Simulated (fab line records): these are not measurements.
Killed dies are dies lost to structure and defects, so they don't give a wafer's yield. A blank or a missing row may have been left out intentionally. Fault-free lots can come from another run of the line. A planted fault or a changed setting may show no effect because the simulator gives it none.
Chamber matching    flow gf180mcu    GF_STI_CMP_25 on cmp-01: 4 sister chambers
The step polishes, stops on Si3N4, t overpolish 33 s, target thk 524.6 nm. 8 wafers are shown with their chamber, then 7 later ones without.

## EACH WAFER AND ITS CHAMBER
wafer   chamber  motor current A (A)  platen rpm (rpm)
L853.1  3        14.9                 60.02
L855.6  0        14.6                 59.96
L856.5  2        11.1                 60.03
L861.3  0        13.9                 59.96
L861.4  2        11.5                 60.02
L861.5  1        11.6                 60.06
L869.1  1        10.9                 59.99
L869.2  3        15.1                 59.97

## WAFERS WHOSE CHAMBER IS MISSING
wafer   motor current A (A)  platen rpm (rpm)
L869.4  14.1                 60.06
L870.2  15.6                 59.99
L870.3  11.7                 59.97
L870.4  10.6                 59.98
L872.2  15.8                 59.96
L872.3  13.9                 59.99
L872.4  11.1                 60.02

## WHICH CHAMBER EACH WENT THROUGH
wafer   from the rows above      in truth
L869.4  can't be placed: 3 or 0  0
L870.2  3                        3
L870.3  can't be placed: 2 or 1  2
L870.4  can't be placed: 1 or 2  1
L872.2  can't be placed: 3 or 0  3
L872.3  can't be placed: 0 or 3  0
L872.4  can't be placed: 1 or 2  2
Placed correctly: 1 of 7. Unplaceable from these rows: 6, with the true chamber sitting among the candidates in 6. Wrongly placed: 0.
How it was worked out, from the rows above alone: a wafer's distance from a chamber is the root of the sum, over the readings, of the square of ((its reading less the chamber's mean) divided by the reading's scatter). If the next closest chamber is less than 2 further off than the closest, the wafer can't be placed; otherwise it belongs to the closest. For every chamber, the mean is computed from those of its wafers that are shown. The scatter: take each reading less its chamber's mean, square it, sum over the shown wafers, divide by the number of wafers less the number of chambers, and take the root.
